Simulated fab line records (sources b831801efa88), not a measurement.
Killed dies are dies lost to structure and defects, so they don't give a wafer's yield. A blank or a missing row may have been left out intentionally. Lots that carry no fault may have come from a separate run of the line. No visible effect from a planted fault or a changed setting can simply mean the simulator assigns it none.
Problem report in the 8D (eight disciplines) form, filled by code -- flow sky130 -- the parts of the form that need people (team, actions taken, sign-off) are left out

1. THE PROBLEM
Across 6 wafers from 2 lots, GATE_OXIDE_OXIDATION_00_THK at SKY_GATE_OXIDE_THK_MEAS_02 averages 5.88 nm, while fault-free wafers read 10.36 nm with a standard deviation of 0.18. That is -25 standard deviations from the usual mean.
The first sign was on wafer L244.3 at day 15 10:17, on film-metro-01. At this step, 39 wafers from 13 lots have a number in the record. Rule for "out", or "out of limits": more than 4 standard deviations from the usual mean. Any other wafer with a number is counted as sound.

2. WHAT IT IS AND WHAT IT IS NOT
question,is,is not
which readings at this step,GATE_OXIDE_OXIDATION_00_THK,-
which lots,"L244, L245","L237, L238, L240, L251, L252, L253, L254, L255, L256, L257, L258"
which wafers of those lots,all that have a number,-
read on which gauges,"film-metro-01, film-metro-02",film-metro-03
when,from day 15 10:17,"up to then (9 sound wafers); but 24 sound wafers of L251, L252, L253, L254, L255, L256, L257, L258 came after"

3. THE SUSPECTS, EACH WITH WHAT RULES IT OUT
Counting: any tool at a process step up to the reading is kept as a suspect provided that every lot that is out went through it and no sound lot did after the first of them.
- the gauge at SKY_GATE_OXIDE_THK_MEAS_02 is ruled out. 2 gauges (film-metro-01, film-metro-02) read the wafers that are out.
- furnace-02 at SKY_GATE_OXIDE_OXIDATION_01 (stabilise 600 s, purge 300 s, target thk 10.268 nm): ruled out as a lasting fault. After its first lot that is out, L244 (day 15 08:51), sound lots L252, L255, L257 ran on it.
Left after counting: nothing in the record.

4. THE CAUSE (what the simulator had put in)
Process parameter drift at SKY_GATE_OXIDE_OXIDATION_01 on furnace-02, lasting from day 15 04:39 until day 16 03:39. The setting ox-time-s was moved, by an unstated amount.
The count ruled it out by mistake, since the rule takes a fault to strike every lot its tool runs from the start of the fault on, and this one did not do so.

5. THE EFFECT CHAIN, in route order
Rows list readings where the struck wafers' mean (over those with a number) sits beyond 3 standard deviations from the usual. Readings are gone through only where the record gives a usual standard deviation; hours: the median, over the lots, of the time from a lot's start at the first step in this table giving one to that lot's start at this step; sigmas: the change measured in usual standard deviations.
hours,step,reading,usual,on struck wafers,change,sigmas
0,SKY_GATE_OXIDE_THK_MEAS_02,GATE_OXIDE_OXIDATION_00_THK,10.36 nm,5.88,-4.48,-25

6. WHAT WOULD HAVE CAUGHT IT SOONER
Counted from the fault's start at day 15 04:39, it took 6 hours until the first out-of-limits reading at a measuring or inspecting step in this record, taken at day 15 10:17.
An alarm limit of 4 standard deviations would not have fired on the tool readings at SKY_GATE_OXIDE_OXIDATION_01 for which the record gives a usual standard deviation, since none of them was out on any struck wafer.
